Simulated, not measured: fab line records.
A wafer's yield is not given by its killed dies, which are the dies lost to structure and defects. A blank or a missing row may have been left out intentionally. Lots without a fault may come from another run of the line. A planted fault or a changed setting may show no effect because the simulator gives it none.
Matching of chambers -- flow gf180mcu -- GF_V2_CMP_26 on cmp-02: 4 sister chambers
The step polishes, stops on SiO2, t overpolish 15 s, target thk 0 nm. 4 wafers are shown with their chamber, then 7 later ones without.

== WAFERS PAIRED WITH THEIR CHAMBERS ==
wafer,chamber,time to endpoint s (s)
L170.2,3,80
L170.4,2,81
L173.2,1,87
L173.4,0,81

== WAFERS WHOSE CHAMBER IS MISSING ==
wafer,time to endpoint s (s)
L173.5,83
L174.1,82
L174.2,83
L174.3,85
L175.1,86
L175.2,87
L175.3,83

== THE CHAMBER EACH PASSED THROUGH ==
wafer,from the rows above,in truth
L173.5,can't be placed: 0 or 2 or 3 or 1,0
L174.1,can't be placed: 0 or 2 or 3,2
L174.2,can't be placed: 0 or 2 or 3 or 1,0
L174.3,can't be placed: 1 or 0 or 2 or 3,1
L175.1,1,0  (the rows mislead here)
L175.2,1,1
L175.3,can't be placed: 0 or 2 or 3 or 1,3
Correct placement for 1 of the 7. These rows do not allow placing 5 (true chamber among the candidates in 5). Number placed wrongly: 1.
How it was worked out, from the rows above alone: a wafer's distance from a chamber is the root of the sum, over the readings, of the square of ((its reading less the chamber's mean) divided by the reading's scatter). The wafer belongs to the nearest chamber; if the next one is less than 2 further off, it can't be placed. A chamber's mean is the mean of its shown wafers. The scatter: with one shown wafer a chamber, the root of the mean of the squares of how far each hidden wafer lies from its nearest shown one.
